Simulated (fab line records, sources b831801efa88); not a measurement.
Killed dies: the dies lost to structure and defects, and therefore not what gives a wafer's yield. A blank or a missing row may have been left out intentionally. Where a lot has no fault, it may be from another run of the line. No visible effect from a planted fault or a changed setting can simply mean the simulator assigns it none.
What tool caused it?    flow sky130    15 lots with 45 wafers sampled at 6 steps, on a route of 708 steps

== WHAT THE GAUGES SHOWED, per wafer ==
SKY_FIELD_ISO_THK_MEAS_23. Usual: FIELD_ISO_OXIDATION_01_THK typically reads 9.91 nm, with standard deviation 0.18.
lot   measured     on             FIELD_ISO_OXIDATION_01_THK (nm)  flag
L740  day 2 15:10  film-metro-02  10.08 10.03 10.06                
L742  day 3 04:56  film-metro-01  9.89 9.97 9.96                   
L743  day 3 07:28  film-metro-01  9.91 9.81 9.83                   
L744  day 3 11:32  film-metro-01  9.90 9.89 10.06                  
L745  day 3 16:43  film-metro-02  9.88 9.94 9.84                   
L747  day 4 03:41  film-metro-01  9.92 9.98 9.66                   
L748  day 4 06:30  film-metro-02  9.69 9.71 9.58                   
L749  day 4 13:13  film-metro-04  9.67 9.76 9.67                   
L750  day 4 16:52  film-metro-04  9.68 9.85 9.74                   
L751  day 4 20:45  film-metro-01  10.26 10.23 10.34                
L752  day 5 03:52  film-metro-02  10.00 9.90 9.95                  
L755  day 5 18:03  film-metro-01  10.11 9.83 9.88                  
L756  day 6 06:39  film-metro-02  9.94 9.76 9.87                   
L757  day 6 06:40  film-metro-01  9.98 10.04 9.93                  
L758  day 6 12:15  film-metro-04  10.23 10.22 10.18                

SKY_PWDE_OVL_MEAS_07. Usual: PWDE_OVL typically reads -1.2 nm, with standard deviation 1.3.
lot   measured     on          PWDE_OVL (nm)   flag
L740  day 4 05:28  overlay-02  -1.6 -0.2 -1.4  
L742  day 4 19:01  overlay-02  -0.1 -1.0 0.1   
L743  day 4 22:28  overlay-01  -4.0 -2.3 -4.6  
L744  day 5 02:43  overlay-01  -1.7 -0.6 -0.2  
L745  day 5 07:49  overlay-01  -1.9 -2.0 -3.2  
L747  day 5 23:31  overlay-02  0.8 -0.2 -0.1   
L748  day 6 00:12  overlay-02  -1.5 -1.5 -0.4  
L749  day 6 06:46  overlay-01  -2.5 -1.6 -2.6  
L750  day 6 09:49  overlay-02  -2.8 -2.6 -0.5  
L751  day 6 14:52  overlay-02  -2.2 0.7 -2.3   
L752  day 6 21:16  overlay-01  -2.8 -1.1 -1.7  
L755  day 7 15:40  overlay-02  - -0.3 1.1      
L756  day 8 03:55  overlay-02  0.4 1.4 -0.7    
L757  day 8 03:34  overlay-02  -0.3 0.5 -      
L758  day 8 08:51  overlay-01  -1.1 0.0 -      

SKY_NWELL_OVL_MEAS_10. Usual: NWELL_00_OVL typically reads 0.4 nm, with standard deviation 1.6.
lot   measured     on          NWELL_00_OVL (nm)  flag
L740  day 4 23:28  overlay-02  3.8 2.7 1.3        
L742  day 5 13:33  overlay-02  0.9 2.8 2.1        
L743  day 5 16:21  overlay-01  0.4 1.1 1.0        
L744  day 5 21:38  overlay-01  -1.1 -0.8 1.1      
L745  day 6 02:22  overlay-02  -1.8 -0.6 -0.7     
L747  day 6 17:46  overlay-01  -0.8 -2.3 -0.8     
L748  day 6 18:53  overlay-02  2.9 1.5 1.2        
L749  day 7 01:43  overlay-02  1.6 -0.4 0.2       
L750  day 7 04:45  overlay-01  -0.2 -0.8 0.3      
L751  day 7 09:51  overlay-02  2.4 0.3 2.0        
L752  day 7 16:07  overlay-01  0.0 0.6 -0.6       
L755  day 8 11:55  overlay-01  - -0.6 0.4         
L756  day 9 01:55  overlay-01  -1.7 -2.6 -0.6     
L757  day 9 00:46  overlay-01  -2.1 0.3 -         
L758  day 9 06:00  overlay-01  0.9 -0.8 -         

SKY_VT_ADJUST_NCORE_OVL_MEAS_08. Usual: VT_ADJUST_NCORE_OVL typically reads 0.6 nm, with standard deviation 1.3.
lot   measured      on          VT_ADJUST_NCORE_OVL (nm)  flag
L740  day 9 00:56   overlay-02  0.8 0.9 1.2               
L742  day 9 19:02   overlay-02  2.2 3.0 2.8               
L743  day 9 22:29   overlay-01  1.5 0.9 1.4               
L744  day 10 03:34  overlay-01  -1.0 -1.2 -0.9            
L745  day 10 09:32  overlay-02  1.7 1.6 1.1               
L747  day 11 04:50  overlay-01  -1.8 -2.4 -0.1            
L748  day 11 07:29  overlay-02  1.1 1.2 0.8               
L749  day 11 15:19  overlay-01  0.8 1.5 0.9               
L750  day 11 18:16  overlay-01  -0.6 -0.3 0.3             
L751  day 12 00:05  overlay-01  -0.6 -1.5 -1.1            
L752  day 12 07:57  overlay-01  0.7 -0.4 0.1              
L755  day 13 07:50  overlay-02  - 1.3 1.6                 
L756  day 14 01:23  overlay-01  2.2 0.1 1.2               
L757  day 14 00:05  overlay-01  1.3 2.9 -                 
L758  day 14 06:25  overlay-02  1.2 -0.2 -                

== TOOL THAT RAN EACH LOT (tool first, then ch and the chambers of the sampled wafers, then the start) ==
lot   SKY_FIELD_ISO_ETCH_14              SKY_FIELD_ISO_ETCH_15
L740  rie-diel-01 ch 1,3, day 2 11:05    rie-diel-01 ch 1,3, day 2 11:07
L742  rie-diel-04 ch 1,2,3, day 3 01:28  rie-diel-04 ch 1,2,3, day 3 01:31
L743  rie-diel-02 ch 1,2, day 3 04:35    rie-diel-02 ch 1,2, day 3 04:37
L744  rie-diel-01 ch 0,2,3, day 3 08:31  rie-diel-01 ch 0,2,3, day 3 08:34
L745  rie-diel-02 ch 0,1,3, day 3 13:43  rie-diel-02 ch 0,1,3, day 3 13:46
L747  rie-diel-01 ch 0,1,2, day 4 00:08  rie-diel-01 ch 0,1,2, day 4 00:10
L748  rie-diel-01 ch 0,1, day 4 02:59    rie-diel-01 ch 0,1, day 4 03:01
L749  rie-diel-04 ch 0,1,2, day 4 09:55  rie-diel-04 ch 0,1,2, day 4 09:58
L750  rie-diel-02 ch 0,1,3, day 4 14:34  rie-diel-02 ch 0,1,3, day 4 14:37
L751  rie-diel-02 ch 0,1,3, day 4 19:02  rie-diel-02 ch 0,1,3, day 4 19:04
L752  rie-diel-01 ch 0,1,2, day 5 02:08  rie-diel-01 ch 0,1,2, day 5 02:11
L755  rie-diel-02 ch 0,1,3, day 5 16:20  rie-diel-02 ch 0,1,3, day 5 16:22
L756  rie-diel-01 ch 0,1,3, day 6 01:35  rie-diel-01 ch 0,1,3, day 6 01:37
L757  rie-diel-02 ch 0,1,3, day 6 04:15  rie-diel-02 ch 0,1,3, day 6 04:18
L758  rie-diel-02 ch 1,2, day 6 09:52    rie-diel-02 ch 1,2, day 6 09:55
- SKY_FIELD_ISO_ETCH_14: etches BARC in N2/H2, stops on SiO2, time 45.9 s, target depth 60 nm.
- SKY_FIELD_ISO_ETCH_15: etches the open film in CHF3/O2, stops on Si, target depth 180 nm, time 72 s.

== WHAT THE TOOLS THEMSELVES READ (means of the sampled wafers that have a number; where no wafer has one, the mark that the record gives instead) ==
SKY_FIELD_ISO_ETCH_14. Usual: drypump-motor-current-A 5.8 A, standard deviation 0.43; oes-product-au 0.854 a.u., standard deviation 0.0048; run-length-s 74.3 s, standard deviation 0.49; throttle-valve-pct 13.226 %, standard deviation 0.0092.
lot   tool         drypump-motor-current-A (A)  oes-product-au (a.u.)  run-length-s (s)  throttle-valve-pct (%)  flag
L740  rie-diel-01  5.5                          0.857                  73.9              13.218                  
L742  rie-diel-04  6.2                          0.857                  74.6              13.223                  
L743  rie-diel-02  6.0                          0.860                  73.9              13.230                  
L744  rie-diel-01  5.6                          0.857                  74.2              13.228                  
L745  rie-diel-02  5.8                          0.849                  74.4              13.226                  
L747  rie-diel-01  5.5                          0.852                  74.5              13.224                  
L748  rie-diel-01  5.6                          0.857                  74.5              13.227                  
L749  rie-diel-04  5.8                          0.858                  74.5              13.215                  
L750  rie-diel-02  5.8                          0.853                  74.2              13.218                  
L751  rie-diel-02  5.8                          0.852                  74.2              13.218                  
L752  rie-diel-01  5.5                          0.853                  74.7              13.222                  
L755  rie-diel-02  5.8                          0.903                  66.4              13.237                  OFF
L756  rie-diel-01  5.6                          0.853                  74.3              13.227                  
L757  rie-diel-02  5.8                          0.894                  66.6              13.227                  OFF
L758  rie-diel-02  6.0                          0.904                  66.0              13.234                  OFF

SKY_FIELD_ISO_ETCH_15. Usual: drypump-motor-current-A 5.8 A, standard deviation 0.43; oes-product-au 0.945 a.u., standard deviation 0.0068; run-length-s 100.4 s, standard deviation 0.51; throttle-valve-pct 8.843 %, standard deviation 0.011.
lot   tool         drypump-motor-current-A (A)  oes-product-au (a.u.)  run-length-s (s)  throttle-valve-pct (%)  flag
L740  rie-diel-01  5.5                          0.951                  100.0             8.852                   
L742  rie-diel-04  6.2                          0.944                  100.7             8.850                   
L743  rie-diel-02  6.0                          0.939                  100.4             8.829                   
L744  rie-diel-01  5.5                          0.948                  100.1             8.853                   
L745  rie-diel-02  5.8                          0.936                  100.2             8.837                   
L747  rie-diel-01  5.5                          0.940                  100.4             8.840                   
L748  rie-diel-01  5.6                          0.936                  100.6             8.837                   
L749  rie-diel-04  5.8                          0.944                  100.6             8.838                   
L750  rie-diel-02  5.8                          0.936                  100.2             8.841                   
L751  rie-diel-02  5.8                          0.946                  100.4             8.833                   
L752  rie-diel-01  5.6                          0.955                  100.8             8.841                   
L755  rie-diel-02  5.8                          0.754                  100.2             8.788                   OFF
L756  rie-diel-01  5.6                          0.943                  100.1             8.848                   
L757  rie-diel-02  5.8                          0.756                  100.3             8.785                   OFF
L758  rie-diel-02  5.9                          0.755                  100.0             8.782                   OFF

== THE ANSWER, worked out from the rows above alone ==
Rule: a lot is off if the mean of its wafers that have a number lies more than 3 standard deviations from the usual mean. A lot without any number at a reading at which 4 lots or more have one is off too. Where the step has rows for the other lots, those lots are counted as sound. The gauges are gone through in route order, then the tools' own readings, and for those a lot's mean is taken as printed above. The first step at which some lot is off is used, and at that step the reading that is off furthest; a lot without a number counts as furthest.
Off: L755, L757, L758 (SKY_FIELD_ISO_ETCH_14, run-length-s).
A tool fits if, at that step or a process step before it, it ran every lot that is off, and no sound lot after the first of them. One candidate fits, namely rie-diel-02 at SKY_FIELD_ISO_ETCH_14. A fault onset in the window from L751 (day 4 19:02, its last sound lot) to L755 (day 5 16:20, its first lot off) fits.
The tool's own readings at SKY_FIELD_ISO_ETCH_14 bear it out: on the lots that are off they differ by more than 5 times the standard deviation of the sound lots' means. oes-product-au reads 0.900 a.u. there against 0.855 a.u. on the sound lots; run-length-s reads 66.3 s there against 74.3 s on the sound lots.

== WHAT WAS PUT IN BY THE SIMULATOR ==
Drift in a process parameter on rie-diel-02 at SKY_FIELD_ISO_ETCH_14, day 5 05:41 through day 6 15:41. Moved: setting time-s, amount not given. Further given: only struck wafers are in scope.
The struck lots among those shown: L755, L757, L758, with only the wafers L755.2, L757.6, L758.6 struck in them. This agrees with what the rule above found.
